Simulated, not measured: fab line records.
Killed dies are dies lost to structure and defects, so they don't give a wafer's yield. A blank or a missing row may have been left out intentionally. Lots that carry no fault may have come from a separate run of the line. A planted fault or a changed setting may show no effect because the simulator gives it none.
Chamber matching | flow gf180mcu | 4 sister chambers for GF_V3_CMP_04 on cmp-01
The step polishes SiO2. 4 wafers are shown with their chamber, then 7 later ones without.

## WAFERS PAIRED WITH THEIR CHAMBERS
wafer  | chamber | motorCurrentA (A)
L304.5 | 2       | 12.3
L306.4 | 3       | 13.9
L318.1 | 0       | 12.6
L318.2 | 1       | 12.3

## WAFERS MISSING THEIR CHAMBER
wafer  | motorCurrentA (A)
L318.4 | 11.6
L319.1 | 12.6
L319.2 | 13.3
L319.5 | 13.8
L323.2 | 12.3
L323.3 | 11.9
L323.6 | 12.8

## CHAMBER TAKEN BY EACH
wafer  | from the rows above               | in truth
L318.4 | can't be placed: 1 or 2 or 0      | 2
L319.1 | can't be placed: 0 or 1 or 2      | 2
L319.2 | can't be placed: 3 or 0 or 1 or 2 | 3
L319.5 | 3                                 | 3
L323.2 | can't be placed: 1 or 2 or 0      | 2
L323.3 | can't be placed: 1 or 2 or 0      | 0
L323.6 | can't be placed: 0 or 1 or 2      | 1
Correctly placed: 1 of 7. Not placeable from these rows: 6 (in 6, the candidates include the true chamber). Wrongly placed: 0.
How it was worked out, from the rows above alone: a wafer's distance from a chamber is the root of the sum, over the readings, of the square of ((its reading less the chamber's mean) divided by the reading's scatter). The wafer belongs to the nearest chamber; if the next one is less than 2 further off, it can't be placed. Each chamber's mean is taken over the wafers shown for it. The scatter: root of mean squared gap, hidden wafer to nearest shown wafer, with one shown wafer a chamber.
